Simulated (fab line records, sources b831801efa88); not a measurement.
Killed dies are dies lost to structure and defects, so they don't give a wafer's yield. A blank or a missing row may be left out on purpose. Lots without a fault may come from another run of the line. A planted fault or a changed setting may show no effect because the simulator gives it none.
One fault seen from 2 desks | flow gf180mcu | each desk has only its own numbers; what lay behind them comes last

THE METROLOGY DESK
What the gauges read, lot by lot, whatever tool the lot ran on: means of the sampled wafers that have a number. A lot is out of limits, marked OUT, if its mean lies more than 4 standard deviations from the usual mean; the brackets give that distance.
Columns: A = PASSIVATION_CVD_02_THK at GF_PASSIVATION_THK_MEAS_03, usual 704 nm
lot  | first seen here | A
L130 | day 28 03:44    | 715
L132 | day 28 12:49    | 693
L136 | day 29 21:49    | 714
L137 | day 30 09:41    | 822 (+11) OUT
L140 | day 31 07:37    | 941 (+22) OUT
L142 | day 31 23:28    | 712
L143 | day 32 10:38    | 712
L148 | day 33 07:44    | 690
L149 | day 33 14:11    | 706
L152 | day 34 05:05    | 701
This desk's finding: out of limits on L137, L140; first on L137, day 30 09:41 (PASSIVATION_CVD_02_THK at GF_PASSIVATION_THK_MEAS_03). In limits: L130, L132, L136, L142, L143, L148, L149, L152.

THE TOOL OWNER'S DESK: pecvd-02
The tool's own readings at GF_PASSIVATION_CVD_02 (deposits Si3N4, target thk 700 nm, time 486.18 s): means of the sampled wafers that have a number, for each lot that ran on this tool. A lot is out of limits, marked OUT, if its mean lies more than 4 standard deviations from the usual mean; the brackets give that distance.
Columns: A = heater_power_w at GF_PASSIVATION_CVD_02, usual 673 W; B = rf_fwd_power_W at GF_PASSIVATION_CVD_02, usual 449.5 W
lot  | first seen here | A   | B
L132 | day 28 12:32    | 675 | 448.4
L136 | day 29 21:31    | 693 | 450.5
L137 | day 30 09:23    | 618 | 449.1
L140 | day 31 07:20    | 682 | 450.7
L152 | day 34 04:48    | 666 | 449.4
This desk's finding: nothing out of limits on any of the 5 lots.

PUT TOGETHER
The metrology desk could have raised an alarm at day 30 09:41, on L137, L140.
The tool owner's desk saw nothing out of limits.
The tool owner's desk has L137, L140 on record, within its limits.
Of the lots named, all ran GF_PASSIVATION_CVD_02 on pecvd-02.

WHAT THE SIMULATOR HAD PUT IN
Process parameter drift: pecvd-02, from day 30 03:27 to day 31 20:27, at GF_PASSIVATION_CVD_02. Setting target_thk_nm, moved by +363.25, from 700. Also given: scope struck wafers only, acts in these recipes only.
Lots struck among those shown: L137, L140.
Hours from the fault's start to each desk's first reading out of limits: the metrology desk, 6.
